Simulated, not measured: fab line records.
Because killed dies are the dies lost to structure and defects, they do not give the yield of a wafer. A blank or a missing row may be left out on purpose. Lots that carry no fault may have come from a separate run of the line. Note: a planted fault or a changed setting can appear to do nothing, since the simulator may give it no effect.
fab line records ; flow gf180mcu
[record] lots = 13; wafers = 39; lastDay = 34
route steps=602 shown NSD@242 PSD@263 SALICIDE@280
lots that met no fault: taken from a fault-free run of the same line
startH: the number of hours between the record's first day and the start of the first shown wafer of the lot ; waitH: hours from the lot's prior step to this one ; " unchanged from the row above ; L1.1+2: a single row standing in for several wafers ; - no value, or no start was given ; * or withheld: withheld ; < > ~ a bound
route shown NAME@n: names a module that has steps shown in the file, with the first one's number in the route ; usual: mean/standard deviation of fault-free wafers ; same: alike in all rows ; chamber/n: place in a boat ; sites: readings site by site ; _std_site: how widely they spread, as a standard deviation ; _edge_site: the outer-site mean with the inner-site mean subtracted ; radiusMm: how far each site lies from the wafer's centre ; mask NAME#n: copy n ; behind: the most recent tool/chamber to have shaped the wafer ; hold: why the lot was held/for how many hours/how that ended ; device: names the non-switching transistor (n, p or np) ; end of line: tests of these same wafers at the route's end ; a step without rows: its recipe alone ; killed: the dies lost at the first sort to structure and to defects; this is not the yield of the wafer ; map: a wafer's dies, marking killed ones x, the rest . and places with no die _
set.NAME: setting as actually run; set.NAME@STEP: the setting as run at that earlier step ; model.NAME: the simulator's own value behind a step, which no gauge read
steps of the route over a sample of lots; a table a step, a row a wafer
services: a tool's chamber out of use, with start hour (startH, from the record's first day; less than 0 if before it), hours out, and reason
[[steps]]
[step GF_NSD_CD_MEAS_07]
[recipe] targetCdNm = 400
[usual] cdNm = 400.3/2.1
lot.wafer;tool;chamber;startH;waitH;cdNm
L551.1;cdSem-01;-;301.45;0.1;402.0
L551.4;cdSem-01;-;301.45;0.1;400.0
L551.5;cdSem-01;-;301.45;0.1;399.7
L553.3;cdSem-02;-;309.94;0.1;396.2
L553.4;cdSem-02;-;309.94;0.1;399.5
L553.6;cdSem-02;-;309.94;0.1;396.0
L552.1;cdSem-02;-;311.63;0.1;400.4
L552.5;cdSem-02;-;311.63;0.1;399.1
L552.6;cdSem-02;-;311.63;0.1;400.7
L560.2;cdSem-02;-;377.69;0.2;400.1
L560.3;cdSem-02;-;377.69;0.2;403.4
L560.4;cdSem-02;-;377.69;0.2;398.2
L562.2;cdSem-02;-;392.75;0.1;397.7
L562.4;cdSem-02;-;392.75;0.1;399.6
L562.6;cdSem-02;-;392.75;0.1;397.5
L564.1;cdSem-01;-;406.10;0.1;397.1
L564.2;cdSem-01;-;406.10;0.1;398.2
L564.3;cdSem-01;-;406.10;0.1;397.8
L565.3;cdSem-01;-;409.02;0.1;400.0
L565.4;cdSem-01;-;409.02;0.1;397.1
L565.6;cdSem-01;-;409.02;0.1;400.0
L566.1;cdSem-01;-;422.58;0.1;397.7
L566.3;cdSem-01;-;422.58;0.1;398.2
L566.5;cdSem-01;-;422.58;0.1;399.8
L568.3;cdSem-01;-;441.79;0.1;401.5
L568.4;cdSem-01;-;441.79;0.1;399.9
L568.5;cdSem-01;-;441.79;0.1;400.0
L570.2;cdSem-01;-;450.22;0.1;399.8
L570.4;cdSem-01;-;450.22;0.1;399.4
L570.5;cdSem-01;-;450.22;0.1;399.7
L572.2;cdSem-02;-;466.57;0.1;401.5
L572.3;cdSem-02;-;466.57;0.1;402.5
L572.6;cdSem-02;-;466.57;0.1;402.8
L573.3;cdSem-01;-;476.51;0.1;401.0
L573.4;cdSem-01;-;476.51;0.1;404.0
L573.6;cdSem-01;-;476.51;0.1;399.8
L574.1;cdSem-02;-;484.72;0.1;401.3
L574.2;cdSem-02;-;484.72;0.1;399.2
L574.4;cdSem-02;-;484.72;0.1;401.7
[step GF_NSD_OVL_MEAS_08]
[usual] NSD_OVL = 0.3/1.3
lot.wafer;tool;chamber;startH;waitH;NSD_OVL[nm]
L551.1;overlay-01;-;301.57;0.1;0.6
L551.4;overlay-01;-;301.57;0.1;0.6
L551.5;overlay-01;-;301.57;0.1;2.1
L553.3;overlay-01;-;310.03;0.1;-0.3
L553.4;overlay-01;-;310.03;0.1;-2.7
L553.6;overlay-01;-;310.03;0.1;-1.8
L552.1;overlay-02;-;311.75;0.1;-0.1
L552.5;overlay-02;-;311.75;0.1;-0.3
L552.6;overlay-02;-;311.75;0.1;2.2
L560.2;overlay-01;-;377.79;0.1;-0.6
L560.3;overlay-01;-;377.79;0.1;-0.9
L560.4;overlay-01;-;377.79;0.1;0.1
L562.2;overlay-01;-;392.86;0.1;-0.5
L562.4;overlay-01;-;392.86;0.1;-1.0
L562.6;overlay-01;-;392.86;0.1;-0.9
L564.1;overlay-01;-;406.22;0.1;-0.1
L564.2;overlay-01;-;406.22;0.1;-0.2
L564.3;overlay-01;-;406.22;0.1;-0.7
L565.3;overlay-01;-;409.11;0.1;3.1
L565.4;overlay-01;-;409.11;0.1;1.3
L565.6;overlay-01;-;409.11;0.1;0.8
L566.1;overlay-01;-;422.70;0.1;-0.7
L566.3;overlay-01;-;422.70;0.1;0.0
L566.5;overlay-01;-;422.70;0.1;-0.1
L568.3;overlay-02;-;441.88;0.1;1.8
L568.4;overlay-02;-;441.88;0.1;1.4
L568.5;overlay-02;-;441.88;0.1;1.0
L570.2;overlay-01;-;450.32;0.1;-0.5
L570.4;overlay-01;-;450.32;0.1;2.5
L570.5;overlay-01;-;450.32;0.1;0.9
L572.2;overlay-02;-;466.67;0.1;0.4
L572.3;overlay-02;-;466.67;0.1;-0.6
L572.6;overlay-02;-;466.67;0.1;1.0
L573.3;overlay-02;-;476.61;0.1;-0.9
L573.4;overlay-02;-;476.61;0.1;0.0
L573.6;overlay-02;-;476.61;0.1;0.2
L574.1;overlay-02;-;484.84;0.1;-0.1
L574.2;overlay-02;-;484.84;0.1;1.0
L574.4;overlay-02;-;484.84;0.1;0.0
[step GF_PSD_RS_MEAS_15]
[recipe] thkMeasGauge = four-point-probe
[usual] PSD_RS = 108.59/0.29
lot.wafer;tool;chamber;startH;waitH;PSD_RS[ohm/sq]
L551.1;filmMetro-03;-;323.17;0.1;108.59
L551.4;filmMetro-03;-;323.17;0.1;108.82
L551.5;filmMetro-03;-;323.17;0.1;108.50
L553.3;filmMetro-02;-;332.04;0.1;108.61
L553.4;filmMetro-02;-;332.04;0.1;108.79
L553.6;filmMetro-02;-;332.04;0.1;109.16
L552.1;filmMetro-03;-;333.35;0.1;108.59
L552.5;filmMetro-03;-;333.35;0.1;108.66
L552.6;filmMetro-03;-;333.35;0.1;108.35
L560.2;filmMetro-02;-;401.00;0.1;108.99
L560.3;filmMetro-02;-;401.00;0.1;108.89
L560.4;filmMetro-02;-;401.00;0.1;108.91
L562.2;filmMetro-03;-;418.06;0.1;108.75
L562.4;filmMetro-03;-;418.06;0.1;108.90
L562.6;filmMetro-03;-;418.06;0.1;108.71
L564.1;filmMetro-01;-;431.17;0.1;108.54
L564.2;filmMetro-01;-;431.17;0.1;108.81
L564.3;filmMetro-01;-;431.17;0.1;108.69
L565.3;filmMetro-03;-;434.22;0.1;108.22
L565.4;filmMetro-03;-;434.22;0.1;108.42
L565.6;filmMetro-03;-;434.22;0.1;108.60
L566.1;filmMetro-02;-;448.12;0.1;108.41
L566.3;filmMetro-02;-;448.12;0.1;108.62
L566.5;filmMetro-02;-;448.12;0.1;108.55
L568.3;filmMetro-03;-;466.65;0.1;108.76
L568.4;filmMetro-03;-;466.65;0.1;108.45
L568.5;filmMetro-03;-;466.65;0.1;108.79
L570.2;filmMetro-02;-;475.43;0.1;108.67
L570.4;filmMetro-02;-;475.43;0.1;108.41
L570.5;filmMetro-02;-;475.43;0.1;108.28
L572.2;filmMetro-02;-;491.47;0.1;108.39
L572.3;filmMetro-02;-;491.47;0.1;108.82
L572.6;filmMetro-02;-;491.47;0.1;108.85
L573.3;filmMetro-02;-;501.18;0.1;109.14
L573.4;filmMetro-02;-;501.18;0.1;108.76
L573.6;filmMetro-02;-;501.18;0.1;109.10
L574.1;filmMetro-01;-;509.34;0.1;108.63
L574.2;filmMetro-01;-;509.34;0.1;108.48
L574.4;filmMetro-01;-;509.34;0.1;108.54
[step GF_SALICIDE_SPUTTER_02]
[recipe] material = Co; targetThkNm = 10; powerW = 1000; timeS = 20; chamberPressurePa = 0.4
[usual] throttleValvePct = 30.2/1.2
lot.wafer;tool;chamber;startH;waitH;throttleValvePct
L551.1;pvdSputter-02;-;345.04;0.0;28.7
L551.4;pvdSputter-02;-;345.04;0.0;28.5
L551.5;pvdSputter-02;-;345.04;0.0;30.4
L553.3;pvdSputter-02;-;353.77;0.0;29.3
L553.4;pvdSputter-02;-;353.77;0.0;30.3
L553.6;pvdSputter-02;-;353.77;0.0;31.0
L552.1;pvdSputter-03;-;355.63;0.0;29.5
L552.5;pvdSputter-03;-;355.63;0.0;29.8
L552.6;pvdSputter-03;-;355.63;0.0;31.9
L560.2;pvdSputter-03;-;424.25;0.0;32.0
L560.3;pvdSputter-03;-;424.25;0.0;29.6
L560.4;pvdSputter-03;-;424.25;0.0;30.0
L562.2;pvdSputter-02;-;442.03;0.0;30.1
L562.4;pvdSputter-02;-;442.03;0.0;30.5
L562.6;pvdSputter-02;-;442.03;0.0;28.8
L564.1;pvdSputter-04;-;455.75;0.0;30.5
L564.2;pvdSputter-04;-;455.75;0.0;28.5
L564.3;pvdSputter-04;-;455.75;0.0;31.9
L565.3;pvdSputter-02;-;458.97;0.0;31.0
L565.4;pvdSputter-02;-;458.97;0.0;30.1
L565.6;pvdSputter-02;-;458.97;0.0;28.6
L566.1;pvdSputter-02;-;472.37;0.0;28.7
L566.3;pvdSputter-02;-;472.37;0.0;28.6
L566.5;pvdSputter-02;-;472.37;0.0;28.3
L568.3;pvdSputter-04;-;490.58;0.0;31.7
L568.4;pvdSputter-04;-;490.58;0.0;31.2
L568.5;pvdSputter-04;-;490.58;0.0;30.5
L570.2;pvdSputter-04;-;499.83;0.0;31.9
L570.4;pvdSputter-04;-;499.83;0.0;28.5
L570.5;pvdSputter-04;-;499.83;0.0;31.0
L572.2;pvdSputter-02;-;514.95;0.0;30.3
L572.3;pvdSputter-02;-;514.95;0.0;29.0
L572.6;pvdSputter-02;-;514.95;0.0;28.6
L573.3;pvdSputter-04;-;525.23;0.0;31.2
L573.4;pvdSputter-04;-;525.23;0.0;28.5
L573.6;pvdSputter-04;-;525.23;0.0;28.3
L574.1;pvdSputter-03;-;532.89;0.0;31.9
L574.2;pvdSputter-03;-;532.89;0.0;29.7
L574.4;pvdSputter-03;-;532.89;0.0;29.9
[step GF_SALICIDE_RS_MEAS_04]
[recipe] thkMeasGauge = four-point-probe; reads = TiN_of_SALICIDE_SPUTTER_03+Co_of_SALICIDE_SPUTTER_02
[usual] SALICIDE_TIN_RS = 16.21/0.28
lot.wafer;tool;chamber;startH;waitH;SALICIDE_TIN_RS[ohm/sq]
L551.1;filmMetro-03;-;345.09;0.0;16.03
L551.4;filmMetro-03;-;345.09;0.0;15.89
L551.5;filmMetro-03;-;345.09;0.0;15.98
L553.3;filmMetro-02;-;353.87;0.1;16.19
L553.4;filmMetro-02;-;353.87;0.1;15.78
L553.6;filmMetro-02;-;353.87;0.1;16.11
L552.1;filmMetro-04;-;355.69;0.0;16.47
L552.5;filmMetro-04;-;355.69;0.0;16.64
L552.6;filmMetro-04;-;355.69;0.0;16.27
L560.2;filmMetro-03;-;424.33;0.0;16.63
L560.3;filmMetro-03;-;424.33;0.0;30.55
L560.4;filmMetro-03;-;424.33;0.0;16.52
L562.2;filmMetro-02;-;442.10;0.0;15.74
L562.4;filmMetro-02;-;442.10;0.0;15.76
L562.6;filmMetro-02;-;442.10;0.0;16.13
L564.1;filmMetro-04;-;455.80;0.0;15.92
L564.2;filmMetro-04;-;455.80;0.0;16.08
L564.3;filmMetro-04;-;455.80;0.0;15.95
L565.3;filmMetro-04;-;459.06;0.1;16.46
L565.4;filmMetro-04;-;459.06;0.1;16.15
L565.6;filmMetro-04;-;459.06;0.1;16.41
L566.1;filmMetro-03;-;472.43;0.0;16.49
L566.3;filmMetro-03;-;472.43;0.0;16.07
L566.5;filmMetro-03;-;472.43;0.0;16.55
L568.3;filmMetro-04;-;490.67;0.1;16.27
L568.4;filmMetro-04;-;490.67;0.1;16.00
L568.5;filmMetro-04;-;490.67;0.1;16.13
L570.2;filmMetro-02;-;499.90;0.0;15.70
L570.4;filmMetro-02;-;499.90;0.0;15.98
L570.5;filmMetro-02;-;499.90;0.0;15.75
L572.2;filmMetro-03;-;515.03;0.0;16.15
L572.3;filmMetro-03;-;515.03;0.0;16.71
L572.6;filmMetro-03;-;515.03;0.0;16.40
L573.3;filmMetro-03;-;525.33;0.1;16.09
L573.4;filmMetro-03;-;525.33;0.1;16.47
L573.6;filmMetro-03;-;525.33;0.1;16.49
L574.1;filmMetro-03;-;532.94;0.0;16.17
L574.2;filmMetro-03;-;532.94;0.0;16.62
L574.4;filmMetro-03;-;532.94;0.0;16.73
[[services]]
tool;chamber;startH;hours;kind
pvdSputter-02;-;394.88;1.9;repair
pvdSputter-03;1;425.18;-;consumableReplace:kit
pvdSputter-03;1;425.18;18.0;scheduledDown
pvdSputter-03;1;425.18;18.0;ventCycle
pvdSputter-02;0;425.61;-;consumableReplace:kit
pvdSputter-02;0;425.61;18.0;scheduledDown
pvdSputter-02;0;425.61;18.0;ventCycle
pvdSputter-02;-;444.28;6.8;repair
pvdSputter-04;0;461.28;-;consumableReplace:kit
pvdSputter-04;0;461.28;18.0;scheduledDown
pvdSputter-04;0;461.28;18.0;ventCycle
pvdSputter-02;-;473.15;14.5;repair
[[key]]
[firstSign] step = GF_SALICIDE_RS_MEAS_04; reading = SALICIDE_TIN_RS; direction = up; sigmas = 52; usual = 16.21; struck = 30.55
effect none on later readings
metAt GF_SALICIDE_SPUTTER_02
struckLots L560
struckWafers L560.3
testerLeftOut L560
notActingAt GF_NSD_CD_MEAS_07,GF_NSD_OVL_MEAS_08,GF_PSD_RS_MEAS_15
onsetBetween 355.63 424.25
[fault] kind = processParameterDrift; tool = pvdSputter-03; chamber = -; onsetH = 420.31; steps = GF_SALICIDE_SPUTTER_02; channel = targetThkNm; offset = -5.0121; shape = step; endH = 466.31; actsIn = theseRecipesOnly; stated = 10; scope = struckWafersOnly
// testerLeftOut: of these lots the tester's yield and bins aren't shown, on N5 and GAA mostly nor the transistor test; their killed dies are dies lost to structure and defects alone, not to doping, threshold or leakage, so they don't give the yield
